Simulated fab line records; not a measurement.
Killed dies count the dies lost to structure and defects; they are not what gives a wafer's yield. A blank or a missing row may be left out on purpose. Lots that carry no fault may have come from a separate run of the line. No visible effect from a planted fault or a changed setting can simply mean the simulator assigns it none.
A lot that was struck, set against a sound lot | flow sky130 | 44 out of 708 route steps
Sound: wafers L124.1, L124.4, L124.5. Struck: wafers L121.1, L121.3, L121.5. Last of all comes the cause.
Order at every step that has rows: each side's tool, ch and its chambers, its first start. Under that, the readings that differ: sound wafers | struck wafers | difference of the means | sigmas: that difference in standard deviations of wafers without a fault.
alike: a reading whose means differ by less than 2 such deviations, as well as words and numbers matching on both sides. not compared: withheld readings; readings where some wafer has no value; bounds like >300 that might hide an equal value; numbers whose values overlap and for which the record gives no deviation.
The two part at a step that has a row with sigmas, a row that says differs or no value, or rows on one side only. Numbers that have no deviation but don't overlap get no sigmas and don't part them. A reading missing from all wafers of one side parts the sides only when that side holds two or more wafers.

first, 2 steps without rows for these wafers: SKY_DNWELL_DEVELOP_06 (develop time 60 s); SKY_DNWELL_IMPLANT_07.
SKY_DNWELL_STRIP_08: strips in O2/N2.
  sound on plasma_asher-01 ch 0,1, day 5 20:29; struck on plasma_asher-01 ch 0,1, day 5 08:35
  alike: drypump_motor_current_A, o2_flow_sccm, oes_product_au, strip_time_to_endpoint_s
  not compared: rf_hours_counter_h
SKY_DNWELL_TW_MEAS_09:
  sound: film_metro-04 at day 5 20:35; struck: film_metro-04 at day 5 08:41
  alike: DNWELL_TW
then, 7 steps without rows for these wafers: SKY_PWDE_DEHYDRATE_00 (time 60 s); SKY_PWDE_HMDS_01 (prime time 60 s); SKY_PWDE_COAT_02 (resist thk 3000 nm); SKY_PWDE_SOFTBAKE_03; SKY_PWDE_EXPOSE_04 (exposes mask PWDEM, target cd 840 nm); SKY_PWDE_PEB_05; SKY_PWDE_DEVELOP_06 (develop time 60 s).
SKY_PWDE_OVL_MEAS_07:
  sound: overlay-02 at day 6 14:56; struck: overlay-01 at day 6 02:08
  alike: PWDE_OVL
SKY_PWDE_IMPLANT_08:
  sound on implanter-03 ch 0, day 6 14:58; struck on implanter-02 ch 0, day 6 02:10
  reading            | sound                         | struck                        | difference | sigmas
  dose_ions_cm2      | 3.603e+12 3.597e+12 3.601e+12 | 3.962e+12 3.959e+12 3.961e+12 | +3.603e+11 | +97
  faraday_current_uA | 20.4 20.7 20.6                | 22.1 22.3 22.2                | +1.6       | +4
SKY_PWDE_STRIP_09: strips in O2/N2.
  sound on plasma_asher-02 ch 1, day 6 15:07; struck on plasma_asher-02 ch 0,1, day 6 02:19
  alike: drypump_motor_current_A, o2_flow_sccm, oes_product_au, strip_time_to_endpoint_s
  not compared: rf_hours_counter_h
SKY_PWDE_TW_MEAS_10:
  sound: film_metro-04 at day 6 15:13; struck: film_metro-01 at day 6 02:25
  alike: PWDE_TW
then, 7 steps without rows for these wafers: SKY_NWELL_DEHYDRATE_03 (time 60 s); SKY_NWELL_HMDS_04 (prime time 60 s); SKY_NWELL_COAT_05 (resist thk 3000 nm); SKY_NWELL_SOFTBAKE_06; SKY_NWELL_EXPOSE_07 (exposes mask NWM, target cd 840 nm); SKY_NWELL_PEB_08; SKY_NWELL_DEVELOP_09 (develop time 60 s).
SKY_NWELL_OVL_MEAS_10:
  sound: overlay-01 at day 7 10:40; struck: overlay-02 at day 6 21:20
  alike: NWELL_00_OVL
then, 3 steps without rows for these wafers: SKY_NWELL_IMPLANT_11; SKY_NWELL_IMPLANT_12; SKY_NWELL_IMPLANT_13.
SKY_NWELL_STRIP_14: strips in O2/N2.
  sound on plasma_asher-01 ch 0,1, day 7 11:09; struck on plasma_asher-03 ch 0,1, day 6 21:49
  alike: drypump_motor_current_A, o2_flow_sccm, oes_product_au, strip_time_to_endpoint_s
  not compared: rf_hours_counter_h
SKY_NWELL_TW_MEAS_15:
  sound: film_metro-03 at day 7 11:15; struck: film_metro-03 at day 6 21:55
  alike: NWELL_TW
then, 7 steps without rows for these wafers: SKY_NWELL_DEHYDRATE_16 (time 60 s); SKY_NWELL_HMDS_17 (prime time 60 s); SKY_NWELL_COAT_18 (resist thk 3000 nm); SKY_NWELL_SOFTBAKE_19; SKY_NWELL_EXPOSE_20 (exposes mask NWM COMPLEMENT, target cd 840 nm); SKY_NWELL_PEB_21; SKY_NWELL_DEVELOP_22 (develop time 59.13 s).
SKY_NWELL_OVL_MEAS_23:
  sound: overlay-01 at day 8 07:40; struck: overlay-01 at day 7 17:49
  alike: NWELL_01_OVL
then, 1 step without rows for these wafers: SKY_NWELL_IMPLANT_24.
SKY_NWELL_STRIP_25: strips in O2/N2.
  sound on plasma_asher-03 ch 0,1, day 8 07:51; struck on plasma_asher-04 ch 0,1, day 7 18:00
  alike: drypump_motor_current_A, o2_flow_sccm, oes_product_au, strip_time_to_endpoint_s
  not compared: rf_hours_counter_h
SKY_NWELL_TW_MEAS_26:
  sound: film_metro-04 at day 8 07:57; struck: film_metro-03 at day 7 18:06
  alike: NWELL_2_TW
then, 1 step without rows for these wafers: SKY_NWELL_CLEAN_27 (cleans in SC1/SC2, time 150 s).
SKY_NWELL_RTA_28: time 30 s.
  sound on rtp_anneal-02 ch 0, day 8 08:04; struck on rtp_anneal-02 ch 0, day 7 18:13
  alike: anneal_temp_c_max, lamp_power_pct, ramp_down_c_per_s, wafer_temp_C_max
SKY_NWELL_RS_MEAS_29: a four-point-probe measurement.
  sound: film_metro-01 at day 8 08:10; struck: film_metro-01 at day 7 18:19
  alike: NWELL_RS
SKY_NWELL_RS_MEAS_31: a four-point-probe measurement.
  sound: film_metro-01 at day 8 08:24; struck: film_metro-01 at day 7 18:33
  reading          | sound          | struck         | difference | sigmas
  PWDE_RS (ohm/sq) | 5265 5267 5276 | 4882 4883 4870 | -391       | -24
-- the record jumps here: 41 days lie between the struck wafers' starts before and after (it left off in module NWELL and takes up again in module PAD_OPEN, whose first step shown is number 708 of the route) --
SKY_PAD_OPEN_PROBE_99:
  sound: prober-02 at day 49 04:07; struck: prober-02 at day 48 09:55
  reading                                   | sound                         | struck                        | difference | sigmas
  model.etest.res_p_drift_20v.line_ohm_um   | 1.177e+04 1.243e+04 1.193e+04 | 1.064e+04 1.098e+04 1.094e+04 | -1.190e+03 |
  model.etest.res_p_drift_20v.rs_ohm_sq     | 9862 1.027e+04 1.002e+04      | 9055 9101 9092                | -968       |
  model.etest.res_pwde_under_gate.rs_ohm_sq | 6279 6278 6305                | 5626 5597 5569                | -690       |
  alike: killed_at_M0_to_M3, killed_at_M4_up, killed_at_contacts, killed_at_front_end, killed_at_other, killed_dies, killed_open, killed_short

## WHERE THEY PART
At SKY_PWDE_IMPLANT_08 first; at SKY_NWELL_RS_MEAS_31 last (within this record only). Later steps at which nothing parts them and some readings are alike: SKY_PAD_OPEN_PROBE_99.

WHY: what had been put in by the simulator
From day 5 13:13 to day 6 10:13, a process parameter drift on implanter-02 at SKY_PWDE_IMPLANT_08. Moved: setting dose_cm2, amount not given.
